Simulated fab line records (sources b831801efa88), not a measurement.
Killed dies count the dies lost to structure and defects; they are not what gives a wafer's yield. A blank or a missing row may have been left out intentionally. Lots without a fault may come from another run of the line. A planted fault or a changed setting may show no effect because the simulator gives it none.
A struck lot beside a sound one | flow sky130 | 28 steps out of a route of 708
Sound: the wafers L490.3, L490.4, L490.5. Struck: wafers L499.1, L499.2, L499.4. Last of all comes the cause.
Per side, at each step with rows, come the tool, then ch with its chambers, and then its first start. Under that, the readings that differ: sound wafers | struck wafers | difference of the means | sigmas: that difference in standard deviations of wafers without a fault.
alike: readings with means less than 2 such deviations apart, plus words and numbers identical on both sides. not compared: withheld readings, readings lacking a value on some wafer, bounds such as >300 that could conceal the same value, and numbers that have no deviation in the record and whose values overlap.
A row with sigmas, a row that says differs or no value, or rows on one side alone: a step with any of these is where the two part. Non-overlapping numbers with no deviation appear without sigmas and do not part them. A reading that every wafer of one side lacks parts them only if that side has two wafers or more.

SKY_SD_P_OVL_MEAS_08:
  struck on overlay-01, day 29 01:20; sound on overlay-01, day 25 04:50
  alike: SD_P_OVL
after that, 1 step had no rows for these wafers: SKY_SD_P_IMPLANT_09.
SKY_SD_P_STRIP_10: strips in O2/N2.
  sound on plasma-asher-03 ch 0,1, day 25 05:02; struck on plasma-asher-03 ch 0,1, day 29 01:32
  alike: drypump-motor-current-A, n2-flow-sccm, oes-product-au, strip-time-to-endpoint-s
  not compared: rf-hours-counter-h
SKY_SD_P_TW_MEAS_11:
  struck on film-metro-02, day 29 01:38; sound on film-metro-03, day 25 05:07
  alike: SD_P_TW
then, 8 steps without rows for these wafers: SKY_RES_XHIGH_DEHYDRATE_00 (time 60 s); SKY_RES_XHIGH_HMDS_01 (prime time 60 s); SKY_RES_XHIGH_COAT_02 (resist thk 1140 nm); SKY_RES_XHIGH_SOFTBAKE_03 (time 60 s); SKY_RES_XHIGH_EXPOSE_04 (exposes mask URPM, target cd 1270 nm); SKY_RES_XHIGH_PEB_05; SKY_RES_XHIGH_DEVELOP_06 (develop time 60 s); SKY_RES_XHIGH_IMPLANT_07.
SKY_RES_XHIGH_STRIP_08: strips in O2/N2.
  sound on plasma-asher-03 ch 0,1, day 26 10:02; struck on plasma-asher-01 ch 0,1, day 30 04:23
  reading                                        | sound             | struck            | difference                    | sigmas
  oes-product-au (a.u.)                          | 0.710 0.712 0.722 | 0.912 0.921 0.910 | +0.200                        | +46
  strip-time-to-endpoint-s (s)                   | 14.24 14.19 14.24 | - - -             | no value on the struck wafers |
  model.NOVOLAK_of_RES_XHIGH_COAT_02.thk-nm (nm) | 0 0 0             | 554.4 554.7 555.8 | +555.0                        |
  alike: drypump-motor-current-A, n2-flow-sccm
  not compared: rf-hours-counter-h
SKY_RES_XHIGH_TW_MEAS_09:
  struck on film-metro-02, day 30 04:29; sound on film-metro-02, day 26 10:07
  alike: RES_XHIGH_TW
then, 7 steps without rows for these wafers: SKY_SD_N_DEHYDRATE_00 (time 60 s); SKY_SD_N_HMDS_01 (prime time 60 s); SKY_SD_N_COAT_02 (resist thk 1140 nm); SKY_SD_N_SOFTBAKE_03 (time 60 s); SKY_SD_N_EXPOSE_04 (exposes mask NSDM, target cd 380 nm); SKY_SD_N_PEB_05; SKY_SD_N_DEVELOP_06 (develop time 60 s).
SKY_SD_N_CD_MEAS_07: the cd target is 380 nm.
  struck on cd-sem-01, day 31 07:34; sound on cd-sem-01, day 27 21:32
  alike: cd-nm
SKY_SD_N_OVL_MEAS_08:
  struck on overlay-02, day 31 07:41; sound on overlay-02, day 27 21:37
  alike: SD_N_OVL
then, 2 steps without rows for these wafers: SKY_SD_N_IMPLANT_09; SKY_SD_N_IMPLANT_10.
SKY_SD_N_STRIP_11: strips in O2/N2.
  sound on plasma-asher-03 ch 0,1, day 27 21:59; struck on plasma-asher-03 ch 0,1, day 31 08:01
  reading                      | sound             | struck            | difference | sigmas
  oes-product-au (a.u.)        | 0.527 0.529 0.528 | 0.584 0.580 0.575 | +0.052     | +13
  strip-time-to-endpoint-s (s) | 22.55 22.50 22.48 | 30.92 30.89 30.91 | +8.40      | +99 or more
  alike: drypump-motor-current-A, n2-flow-sccm
  not compared: rf-hours-counter-h
SKY_SD_N_TW_MEAS_12:
  struck on film-metro-02, day 31 08:07; sound on film-metro-03, day 27 22:04
  reading | sound          | struck   | difference | sigmas
  SD_N_TW | 3993 3993 4022 | 30 30 30 | -3973      | -99 or more
then, 1 step without rows for these wafers: SKY_SD_N_CLEAN_13 (cleans in SC1/SC2, time 150 s).

## WHERE THEY PART
Earliest at SKY_RES_XHIGH_STRIP_08; latest, in this record, at SKY_SD_N_TW_MEAS_12.

WHY: what had been put in by the simulator
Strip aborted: plasma-asher-01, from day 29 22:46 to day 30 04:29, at SKY_RES_XHIGH_STRIP_08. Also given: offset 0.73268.
